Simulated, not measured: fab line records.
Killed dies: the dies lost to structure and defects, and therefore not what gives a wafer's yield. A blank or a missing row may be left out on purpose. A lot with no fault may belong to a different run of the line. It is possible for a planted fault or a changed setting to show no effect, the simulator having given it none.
A lot that was struck, set against a sound lot + flow gf180mcu + 16 steps out of a route of 602
Sound: these wafers, L275.1, L275.4, L275.6. Struck: wafer L277.6 (left out: L277.3, L277.5 of the same lot, which were not struck); the cause appears at the end.
At each step with rows: each side's tool, then ch and its chambers, then its first start. Under that, the readings that differ: sound wafers + struck wafers + difference of the means + sigmas: that difference in standard deviations of wafers without a fault.
alike: same words and numbers on both sides, and readings whose means sit less than 2 such deviations apart. not compared: any withheld reading, any reading some wafer has no value for, any bound like >300 that may hide the same value, and any number with overlapping values for which the record gives no deviation.
A row with sigmas, a row that says differs or no value, or rows on one side alone: a step with any of these is where the two part. When numbers do not overlap yet have no deviation, they are printed without sigmas and do not part them. A reading missing from all wafers of one side parts the sides only when that side holds two or more wafers.

first, 3 steps without rows for these wafers: GF_V2_EXPOSE_11 (exposes mask Via2, target cd 260 nm); GF_V2_PEB_12 (peb time 90 s); GF_V2_DEVELOP_13 (develop time 60 s).
GF_V2_CD_MEAS_14: target cd 260 nm.
  sound: cd-sem-01 at day 22 04:55; struck: cd-sem-01 at day 23 06:27
  alike: cd-nm
GF_V2_OVL_MEAS_15:
  sound: overlay-01 at day 22 05:02; struck: overlay-02 at day 23 06:32
  alike: V2_OVL
then, 1 step without rows for these wafers: GF_V2_ETCH_16 (etches BARC in N2/H2).
GF_V2_ETCH_17: etches SiO2 in C4F8/O2/Ar, stops on TiN, target depth 630 nm.
  sound on rie-diel-04 ch 1,2,3; struck on rie-diel-01 ch 0
  alike: oes-product-au
GF_V2_STRIP_18: strips in O2/N2.
  sound on plasma-asher-03 ch 0,1, day 22 05:12; struck on plasma-asher-02 ch 1, day 23 06:44
  alike: drypump-motor-current-A, heater-power-w, oes-product-au
  not compared: rf-hours-counter-h
then, 2 steps without rows for these wafers: GF_V2_STRIP_19 (strips in post etch residue remover, time 1200 s); GF_V2_CLEAN_20 (cleans in DIW).
GF_V2_SPUTTER_21: material Ti, target thk 15 nm, time 80.02 s.
  sound: pvd-sputter-02 at day 22 05:44; struck: pvd-sputter-02 at day 23 07:14
  alike: throttle-valve-pct
GF_V2_SPUTTER_22: material TiN, target thk 10 nm, time 40 s.
  sound: pvd-sputter-02 at day 22 05:47; struck: pvd-sputter-02 at day 23 07:17
  alike: throttle-valve-pct
GF_V2_CVD_23: deposits W, target thk 350 nm, time 104.94 s.
  sound on cvd-w-02 ch 0,1, day 22 05:50; struck on cvd-w-02 ch 0, day 23 07:22
| reading                          | sound             | struck | difference | sigmas |
|----------------------------------|-------------------|--------|------------|--------|
| model.W_of_V2_CVD_23.thk-nm (nm) | 350.5 345.5 349.1 | 364.7  | +16.3      |        |
  alike: heater-power-w
  not compared: since-wet-clean-h
GF_V2_RS_MEAS_24: the measuring method here is four-point-probe.
  sound: film-metro-02 at day 22 05:56; struck: film-metro-01 at day 23 07:29
| reading          | sound             | struck | difference | sigmas |
|------------------|-------------------|--------|------------|--------|
| V2_W_RS (ohm/sq) | 0.327 0.332 0.329 | 0.314  | -0.015     | -4     |
GF_V2_THK_MEAS_25: measures by xrf.
  sound: film-metro-02 at day 22 06:04; struck: film-metro-01 at day 23 07:35
| reading       | sound       | struck | difference | sigmas |
|---------------|-------------|--------|------------|--------|
| V2_W_THK (nm) | 348 343 345 | 358    | +13        | +3     |
GF_V2_CMP_26: polishes, stops on SiO2, t overpolish 15 s, target thk 0 nm.
  sound on cmp-02 ch 0,1, day 22 06:10; struck on cmp-02 ch 0, day 23 07:40
  alike: motor-current-A

## WHERE THEY PART
First at GF_V2_RS_MEAS_24; last, within this record, at GF_V2_THK_MEAS_25. Later steps at which nothing parts them and some readings are alike: GF_V2_CMP_26.

WHY: what had been put in by the simulator
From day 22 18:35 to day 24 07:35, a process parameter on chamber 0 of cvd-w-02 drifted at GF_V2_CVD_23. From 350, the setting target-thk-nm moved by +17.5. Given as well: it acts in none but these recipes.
